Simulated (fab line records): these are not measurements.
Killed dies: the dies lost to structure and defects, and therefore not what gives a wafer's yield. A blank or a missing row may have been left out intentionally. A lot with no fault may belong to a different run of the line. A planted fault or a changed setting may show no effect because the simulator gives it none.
Which tool was responsible? / flow sfq-line / 45 wafers from 15 lots sampled at 2 of the route's 325 steps

WHAT THE GAUGES READ, wafer by wafer
SFQ_M1_RS_MEAS_909: the measuring method here is four-point-probe.
lot=L749; measured=day 10 07:01; on=film-metro-04; M1_NB_RS (ohm/sq)=0.901 0.888 0.898
lot=L750; measured=day 10 13:00; on=film-metro-04; M1_NB_RS (ohm/sq)=0.874 0.882 0.886
lot=L751; measured=day 10 19:02; on=film-metro-04; M1_NB_RS (ohm/sq)=0.902 0.913 0.905
lot=L752; measured=day 11 03:25; on=film-metro-04; M1_NB_RS (ohm/sq)=0.896 0.884 0.896
lot=L753; measured=day 11 08:13; on=film-metro-01; M1_NB_RS (ohm/sq)=0.874 0.874 0.878
lot=L754; measured=day 11 10:37; on=film-metro-04; M1_NB_RS (ohm/sq)=0.884 0.880 0.886
lot=L756; measured=day 11 22:48; on=film-metro-01; M1_NB_RS (ohm/sq)=0.883 0.899 0.903
lot=L757; measured=day 12 10:37; on=film-metro-04; M1_NB_RS (ohm/sq)=0.905 0.903 0.908
lot=L758; measured=day 12 15:25; on=film-metro-04; M1_NB_RS (ohm/sq)=0.904 0.899 0.897
lot=L760; measured=day 13 23:00; on=film-metro-01; M1_NB_RS (ohm/sq)=0.886 0.893 0.896
lot=L762; measured=day 14 02:39; on=film-metro-04; M1_NB_RS (ohm/sq)=0.890 0.889 1.155
lot=L764; measured=day 15 02:43; on=film-metro-01; M1_NB_RS (ohm/sq)=0.889 0.892 1.155
lot=L765; measured=day 15 08:48; on=film-metro-01; M1_NB_RS (ohm/sq)=0.895 1.150 1.157
lot=L767; measured=day 15 21:41; on=film-metro-01; M1_NB_RS (ohm/sq)=0.885 0.879 0.879
lot=L769; measured=day 16 12:07; on=film-metro-02; M1_NB_RS (ohm/sq)=0.900 0.912 0.912

WHAT TOOL EACH LOT RAN ON (gives the tool, then ch and the chambers of the sampled wafers, and finally the start)
lot=L749; SFQ_TRILAYER_M1_DEP_SPUTTER_037=pvd-sputter-03, day 10 06:55
lot=L750; SFQ_TRILAYER_M1_DEP_SPUTTER_037=pvd-sputter-04, day 10 12:55
lot=L751; SFQ_TRILAYER_M1_DEP_SPUTTER_037=pvd-sputter-03, day 10 18:55
lot=L752; SFQ_TRILAYER_M1_DEP_SPUTTER_037=pvd-sputter-03, day 11 03:19
lot=L753; SFQ_TRILAYER_M1_DEP_SPUTTER_037=pvd-sputter-03, day 11 08:08
lot=L754; SFQ_TRILAYER_M1_DEP_SPUTTER_037=pvd-sputter-04, day 11 10:32
lot=L756; SFQ_TRILAYER_M1_DEP_SPUTTER_037=pvd-sputter-03, day 11 22:41
lot=L757; SFQ_TRILAYER_M1_DEP_SPUTTER_037=pvd-sputter-06, day 12 10:31
lot=L758; SFQ_TRILAYER_M1_DEP_SPUTTER_037=pvd-sputter-06, day 12 15:19
lot=L760; SFQ_TRILAYER_M1_DEP_SPUTTER_037=pvd-sputter-03, day 13 22:54
lot=L762; SFQ_TRILAYER_M1_DEP_SPUTTER_037=pvd-sputter-03, day 14 02:31
lot=L764; SFQ_TRILAYER_M1_DEP_SPUTTER_037=pvd-sputter-03, day 15 02:38
lot=L765; SFQ_TRILAYER_M1_DEP_SPUTTER_037=pvd-sputter-03, day 15 08:43
lot=L767; SFQ_TRILAYER_M1_DEP_SPUTTER_037=pvd-sputter-04, day 15 21:36
lot=L769; SFQ_TRILAYER_M1_DEP_SPUTTER_037=pvd-sputter-06, day 16 12:00
- SFQ_TRILAYER_M1_DEP_SPUTTER_037: material Nb, target thk 200 nm, time 133.3 s.

WHAT THE TOOLS THEMSELVES READ (means of the sampled wafers that have a number; where no wafer has one, the mark that the record gives instead)
SFQ_TRILAYER_M1_DEP_SPUTTER_037.
lot=L749; tool=pvd-sputter-03; throttle-valve-pct (%)=29.2
lot=L750; tool=pvd-sputter-04; throttle-valve-pct (%)=29.4
lot=L751; tool=pvd-sputter-03; throttle-valve-pct (%)=29.9
lot=L752; tool=pvd-sputter-03; throttle-valve-pct (%)=29.4
lot=L753; tool=pvd-sputter-03; throttle-valve-pct (%)=29.0
lot=L754; tool=pvd-sputter-04; throttle-valve-pct (%)=28.1
lot=L756; tool=pvd-sputter-03; throttle-valve-pct (%)=29.2
lot=L757; tool=pvd-sputter-06; throttle-valve-pct (%)=29.4
lot=L758; tool=pvd-sputter-06; throttle-valve-pct (%)=29.5
lot=L760; tool=pvd-sputter-03; throttle-valve-pct (%)=29.2
lot=L762; tool=pvd-sputter-03; throttle-valve-pct (%)=28.9
lot=L764; tool=pvd-sputter-03; throttle-valve-pct (%)=29.1
lot=L765; tool=pvd-sputter-03; throttle-valve-pct (%)=28.8
lot=L767; tool=pvd-sputter-04; throttle-valve-pct (%)=29.1
lot=L769; tool=pvd-sputter-06; throttle-valve-pct (%)=29.2

THE ANSWER, worked out from the rows above alone
Rule: what is usual is taken from the lots themselves. Put in order of their means at a reading, lots are off if they are a third of the lots or fewer, leave a main group of 4 or more, and stand apart from it by a gap of 3 or more times the standard deviation of the main group's means; of several such gaps the widest counts. Not used: any main group whose means are identical at the precision the tables above print for the reading. Also off: a lot with no number at a reading for which 4 or more lots have one. All remaining lots with rows at the step are treated as sound. The gauges are gone through in route order, then the tools' own readings, and for those a lot's mean is taken as printed above. At the first step where some lot is off, the reading lying furthest off is the one used; lots without a number count as furthest.
Off: L762, L764, L765, seen at SFQ_M1_RS_MEAS_909 (M1_NB_RS). For the main group the mean is 0.893 ohm/sq and the standard deviation 0.011.
A tool fits if, at a process step before that reading, it ran every lot that is off, and no sound lot after the first of them. Gauges at SFQ_M1_RS_MEAS_909: tried the same way as those tools. One fits: pvd-sputter-03 at SFQ_TRILAYER_M1_DEP_SPUTTER_037. Its last sound lot is L760 (day 13 22:54), its first lot that is off L762 (day 14 02:31): a fault that began between those two fits.

WHAT THE SIMULATOR PUT IN
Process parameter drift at SFQ_TRILAYER_M1_DEP_SPUTTER_037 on pvd-sputter-03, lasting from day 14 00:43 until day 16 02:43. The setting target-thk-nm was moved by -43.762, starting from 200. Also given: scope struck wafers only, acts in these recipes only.
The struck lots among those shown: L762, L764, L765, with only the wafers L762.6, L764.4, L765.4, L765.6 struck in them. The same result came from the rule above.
